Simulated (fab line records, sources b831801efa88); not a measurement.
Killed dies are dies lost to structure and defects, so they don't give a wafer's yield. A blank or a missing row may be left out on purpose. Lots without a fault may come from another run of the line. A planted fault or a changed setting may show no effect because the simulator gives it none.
A struck lot beside a sound one | flow sfq_line | 42 steps out of a route of 325
Sound: wafers L803.2, L803.5, L803.6. Struck: wafers L794.4, L794.5, L794.6. The cause comes at the end.
At each step with rows: each side's tool, then ch and its chambers, then its first start. Under that, the readings that differ: sound wafers | struck wafers | difference of the means | sigmas: that difference in standard deviations of wafers without a fault.
alike: readings whose means differ by less than 2 such deviations, and words and numbers that are the same on both sides. not compared: withheld readings, readings that some wafer has no value for, bounds like >300 that may hide the same value, and numbers for which the record gives no deviation and whose values overlap.
The two part at a step that has a row with sigmas, a row that says differs or no value, or rows on one side only. Numbers that don't overlap but have no deviation are shown without sigmas and don't part them. A reading that every wafer of one side lacks parts them only if that side has two wafers or more.

SFQ_TRILAYER_I3_CMP_CMP_082: polishes SiO2.
  sound on cmp-02 ch 0,1,2, day 51 10:07; struck on cmp-01 ch 2,3, day 49 05:31
  alike: motor_current_A, time_to_endpoint_s
SFQ_I3_BOW_MEAS_922:
  sound on film_metro-03, day 51 11:38; struck on film_metro-02, day 49 08:34
  alike: I3_BOW
then, 7 steps without rows for these wafers: SFQ_TRILAYER_I3_METRO_MEASURE_083; SFQ_TRILAYER_I3_VIA_LITHO_COAT_090 (resist thk 62 nm); SFQ_TRILAYER_I3_VIA_LITHO_COAT_085 (resist thk 650 nm); SFQ_TRILAYER_I3_VIA_LITHO_SOFTBAKE_089; SFQ_TRILAYER_I3_VIA_LITHO_EXPOSE_086 (exposes mask I3, target cd 500 nm); SFQ_TRILAYER_I3_VIA_LITHO_PEB_088 (peb time 60 s); SFQ_TRILAYER_I3_VIA_LITHO_DEVELOP_087 (time 60 s).
-- the record jumps here: 5 days lie between the struck wafers' starts before and after --
SFQ_I3_OVL_MEAS_923:
  sound on overlay-02, day 56 21:30; struck on overlay-01, day 54 08:04
  alike: I3_OVL
then, 1 step without rows for these wafers: SFQ_TRILAYER_I3_VIA_BARC_OPEN_VIA_ETCH_121 (etches BARC in O2, target depth 125 nm, time 41.7 s).
SFQ_TRILAYER_I3_VIA_ETCH_VIA_ETCH_088: etches SiO2 in CHF3, stops on Nb, target depth 260 nm.
  sound on rie_diel-01 ch 0,1, day 56 21:34; struck on rie_diel-01 ch 2,3, day 54 08:07
  alike: drypump_motor_current_A, oes_product_au
SFQ_TRILAYER_I3_VIA_STRIP_STRIP_089: strips in O2.
  sound on rie_metal-04 ch 0,1, day 56 21:41; struck on rie_metal-01 ch 0,1, day 54 08:26
  no value came back on the struck wafers for chamber_pressure_mTorr (mTorr), drypump_motor_current_A (A), oes_product_au (a.u.); on the sound wafers chamber_pressure_mTorr (mTorr) reads 50.03 49.99 49.97
  reading                                                  | sound | struck          | difference | sigmas
  model.KrF_of_TRILAYER_I3_VIA_LITHO_COAT_085.thk_nm (nm)  | 0 0 0 | 526.4 526 530.1 | +527.5     |
  model.BARC_of_TRILAYER_I3_VIA_LITHO_COAT_090.thk_nm (nm) | 0 0 0 | 62.15 62 62.02  | +62.06     |
  not compared: rf_hours_counter_h
then, 3 steps without rows for these wafers: SFQ_TRILAYER_I3_VIA_STRIP_SOLV_CLEAN_090 (cleans in NMP, time 600 s); SFQ_TRILAYER_M4_DEP_PRE_CLEAN_092 (time 22.5 s); SFQ_TRILAYER_M4_DEP_SPUTTER_091 (material Nb, target thk 200 nm, time 133.3 s).
SFQ_M4_RS_MEAS_924: measures by four-point-probe.
  sound on film_metro-04, day 56 22:37; struck on film_metro-03, day 54 09:11
  alike: M4_NB_RS
then, 6 steps without rows for these wafers: SFQ_TRILAYER_M4_LITHO_COAT_098 (resist thk 62 nm); SFQ_TRILAYER_M4_LITHO_COAT_093 (resist thk 600 nm); SFQ_TRILAYER_M4_LITHO_SOFTBAKE_097; SFQ_TRILAYER_M4_LITHO_EXPOSE_094 (exposes mask M4, target cd 500 nm); SFQ_TRILAYER_M4_LITHO_PEB_096 (peb time 60 s); SFQ_TRILAYER_M4_LITHO_DEVELOP_095 (time 60 s).
-- the record jumps here: 5 days lie between the struck wafers' starts before and after --
SFQ_M4_OVL_MEAS_926:
  sound on overlay-02, day 61 17:49; struck on overlay-02, day 59 16:31
  alike: M4_OVL
SFQ_TRILAYER_M4_BARC_OPEN_METAL_ETCH_123: etches BARC in O2, target depth 125 nm, time 41.7 s.
  sound on rie_metal-02 ch 0,1, day 61 17:51; struck on rie_metal-04 ch 0,1, day 59 16:33
  reading                     | sound       | struck      | difference | sigmas
  drypump_motor_current_A (A) | 6.4 5.3 6.4 | 5.2 5.1 5.3 | -0.8       | -2
  alike: oes_product_au
  not compared: rf_hours_counter_h
then, 5 steps without rows for these wafers: SFQ_TRILAYER_M4_ETCH_METAL_ETCH_096 (etches Nb in Cl2/Ar, stops on SiO2, target depth 240 nm, time 120 s); SFQ_TRILAYER_M4_STRIP_STRIP_097 (strips in O2); SFQ_TRILAYER_M4_STRIP_SOLV_CLEAN_098 (cleans in NMP, time 600 s); SFQ_TRILAYER_I4_DEP_PECVD_099 (deposits SiO2 from SiH4/N2O, time 111.11 s, target thk 500 nm); SFQ_TRILAYER_I4_CMP_CMP_100 (polishes SiO2).
SFQ_I4_BOW_MEAS_927:
  sound on film_metro-02, day 62 14:16; struck on film_metro-04, day 60 04:26
  alike: I4_BOW
SFQ_TRILAYER_I4_METRO_MEASURE_101:
  sound on film_metro-02, day 62 14:34; struck on film_metro-04, day 60 05:05
  alike: thk_nm
then, 6 steps without rows for these wafers: SFQ_TRILAYER_I4_VIA_LITHO_COAT_108 (resist thk 62 nm); SFQ_TRILAYER_I4_VIA_LITHO_COAT_103 (resist thk 650 nm); SFQ_TRILAYER_I4_VIA_LITHO_SOFTBAKE_107; SFQ_TRILAYER_I4_VIA_LITHO_EXPOSE_104 (exposes mask I4, target cd 700 nm); SFQ_TRILAYER_I4_VIA_LITHO_PEB_106 (peb time 60 s); SFQ_TRILAYER_I4_VIA_LITHO_DEVELOP_105 (time 60 s).
-- the record jumps here: 4 days lie between the struck wafers' starts before and after --
SFQ_I4_OVL_MEAS_928:
  sound on overlay-01, day 66 15:55; struck on overlay-01, day 64 15:41
  alike: I4_OVL
then, 1 step without rows for these wafers: SFQ_TRILAYER_I4_VIA_BARC_OPEN_VIA_ETCH_146 (etches BARC in O2, target depth 125 nm, time 41.7 s).
SFQ_TRILAYER_I4_VIA_ETCH_VIA_ETCH_106: etches SiO2 in CHF3, stops on Nb, target depth 260 nm.
  sound on rie_diel-03 ch 1,2,3, day 66 15:59; struck on rie_diel-03 ch 0,3, day 64 15:44
  alike: drypump_motor_current_A, oes_product_au
-- the record jumps here: 26 days lie between the struck wafers' starts before and after --
SFQ_M8_BOW_MEAS_951:
  sound on film_metro-04, day 94 20:52; struck on film_metro-04, day 90 10:57
  reading                 | sound                | struck            | difference | sigmas
  model.etest.m4.ohm_sq   | 0.8854 0.9086 0.8777 | 1e+06 1e+06 1e+06 | +1e+06     |
  model.etest.m4.ohm_um   | 1.763 1.824 1.752    | 1e+06 1e+06 1e+06 | +1e+06     |
  model.etest.i3.link_ohm | 1.979 1.988 1.952    | 1e+06 1e+06 1e+06 | +1e+06     |
  model.etest.i4.link_ohm | 2.167 2.19 2.163     | 1e+06 1e+06 1e+06 | +1e+06     |
  alike: M8_BOW

WHERE THEY PART
First at SFQ_TRILAYER_I3_VIA_STRIP_STRIP_089; last, within this record, at SFQ_TRILAYER_M4_BARC_OPEN_METAL_ETCH_123. Later steps at which nothing parts them and some readings are alike: SFQ_I4_BOW_MEAS_927, SFQ_TRILAYER_I4_METRO_MEASURE_101, SFQ_I4_OVL_MEAS_928, SFQ_TRILAYER_I4_VIA_ETCH_VIA_ETCH_106, SFQ_M8_BOW_MEAS_951.

WHY: what the simulator had put in
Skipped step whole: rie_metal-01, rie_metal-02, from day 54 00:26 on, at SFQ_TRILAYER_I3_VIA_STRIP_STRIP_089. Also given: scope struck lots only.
